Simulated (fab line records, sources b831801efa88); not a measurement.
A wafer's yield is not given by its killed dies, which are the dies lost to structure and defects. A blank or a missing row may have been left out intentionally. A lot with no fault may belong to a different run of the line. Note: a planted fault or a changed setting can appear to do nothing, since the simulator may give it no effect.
One fault through the eyes of 2 desks :: flow gf180mcu :: each desk holds nothing but its own numbers, with what lay behind them at the end

AT THE TOOL OWNER'S DESK: iline stepper-02
The tool's own readings at GF_HV_LDD_EXPOSE_28 (exposes mask Nplus HV AREA, target cd 400 nm): means of the sampled wafers that have a number, for each lot that ran on this tool. If a lot's mean is further than 4 standard deviations from the usual mean, the lot is out of limits and carries the mark OUT (the distance appears in the brackets).
Columns: A = exposure dose mJ cm2 at GF_HV_LDD_EXPOSE_28, usual 139.99
lot: L673
first seen here: day 12 10:31
A: 140.08

lot: L677
first seen here: day 13 16:05
A: 140.00

lot: L683
first seen here: day 15 15:05
A: 139.73

lot: L691
first seen here: day 18 04:23
A: 158.66 (+99 or more) OUT

lot: L692
first seen here: day 18 20:49
A: 158.92 (+99 or more) OUT
This desk finds L691, L692 out of limits, L691 being first, at day 18 04:23 (exposure dose mJ cm2 at GF_HV_LDD_EXPOSE_28). In limits: L673, L677, L683.

FROM THE METROLOGY DESK
What the gauges read for every lot (on any tool): the sampled wafers with a number, averaged. If a lot's mean is further than 4 standard deviations from the usual mean, the lot is out of limits and carries the mark OUT (the distance appears in the brackets).
Columns: A = DUAL_GATE_OXIDATION_00_THK at GF_DUAL_GATE_THK_MEAS_03, usual 10.9 nm; B = cd nm at GF_HV_LDD_CD_MEAS_31, usual 399.2 nm
lot: L669
first seen here: day 7 16:31
A: 11.2
B: 396.3

lot: L672
first seen here: day 8 11:26
A: 11.5
B: 398.3

lot: L673
first seen here: day 8 19:37
A: 11.1
B: 398.7

lot: L674
first seen here: day 9 02:44
A: 10.6
B: 400.8

lot: L676
first seen here: day 9 15:58
A: 11.0
B: 399.5

lot: L677
first seen here: day 9 22:34
A: 11.2
B: 399.1

lot: L679
first seen here: day 10 14:08
A: 11.0
B: 396.7

lot: L681
first seen here: day 11 01:43
A: 11.3
B: 398.8

lot: L682
first seen here: day 11 05:27
A: 10.6
B: 400.0

lot: L683
first seen here: day 11 14:24
A: 10.8
B: 404.5

lot: L691
first seen here: day 13 20:25
A: 10.2
B: 438.5 (+15) OUT

lot: L692
first seen here: day 14 09:29
A: 10.6
B: 438.0 (+15) OUT
This desk finds L691, L692 out of limits, L691 being first, at day 18 16:13 (cd nm at GF_HV_LDD_CD_MEAS_31). In limits: L669, L672, L673, L674, L676, L677, L679, L681, L682, L683.

BROUGHT TOGETHER
On L691, L692, at day 18 04:23, an alarm was possible from the tool owner's desk.
An alarm was possible from the metrology desk at day 18 16:13, on L691, L692.
On iline stepper-02, each named lot ran GF_HV_LDD_EXPOSE_28.

WHAT WAS PUT IN BY THE SIMULATOR
Process parameters drifting: iline stepper-02 at GF_HV_LDD_EXPOSE_28, beginning at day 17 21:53. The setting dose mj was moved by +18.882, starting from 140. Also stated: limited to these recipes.
Lots struck among those shown: L691, L692.
Hours from the fault's start to each desk's first reading out of limits: the tool owner's desk, 6; the metrology desk, 18.
